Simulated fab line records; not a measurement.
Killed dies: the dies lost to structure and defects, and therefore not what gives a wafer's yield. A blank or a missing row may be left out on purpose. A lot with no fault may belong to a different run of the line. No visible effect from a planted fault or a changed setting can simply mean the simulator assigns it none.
Matching of chambers -- flow sky130 -- SKY_VIA1_ETCH_15 on rie-diel-02: 4 sister chambers
The step etches SiO2 in C4F8/O2/Ar, stops on TiN, target depth 351 nm, time 54 s. 8 wafers are shown with their chamber, then 7 later ones without.

## WAFERS, EACH WITH ITS CHAMBER
wafer,chamber,oes-product-au (a.u.),bias-w (W)
L432.6,2,0.983,1194
L431.5,2,0.989,1198
L435.2,1,0.976,1204
L436.1,3,0.979,1201
L436.4,0,0.988,1203
L436.5,1,0.975,1197
L439.1,3,0.975,1200
L439.4,0,0.968,1201

## WAFERS MISSING THEIR CHAMBER
wafer,oes-product-au (a.u.),bias-w (W)
L439.6,0.969,1200
L443.4,0.979,1203
L443.5,0.983,1199
L443.6,0.975,1199
L451.1,0.973,1199
L451.2,0.978,1204
L451.5,0.978,1205

## THE CHAMBER EACH PASSED THROUGH
wafer,from the rows above,in truth
L439.6,can't be placed: 1 or 3 or 0 or 2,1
L443.4,can't be placed: 0 or 3 or 1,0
L443.5,can't be placed: 3 or 2 or 1 or 0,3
L443.6,can't be placed: 1 or 3 or 0 or 2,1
L451.1,can't be placed: 1 or 3 or 0 or 2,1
L451.2,can't be placed: 0 or 3 or 1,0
L451.5,can't be placed: 0 or 3 or 1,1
Placed correctly: 0 of 7. These rows do not allow placing 7 (true chamber among the candidates in 7). Wrongly placed: 0.
How it was worked out, from the rows above alone: a wafer's distance from a chamber is the root of the sum, over the readings, of the square of ((its reading less the chamber's mean) divided by the reading's scatter). The wafer belongs to the nearest chamber; if the next one is less than 2 further off, it can't be placed. Each chamber's mean is taken over the wafers shown for it. The scatter is the square root of a quotient: the sum, over the shown wafers, of each reading's squared deviation from its chamber's mean, divided by wafers minus chambers.
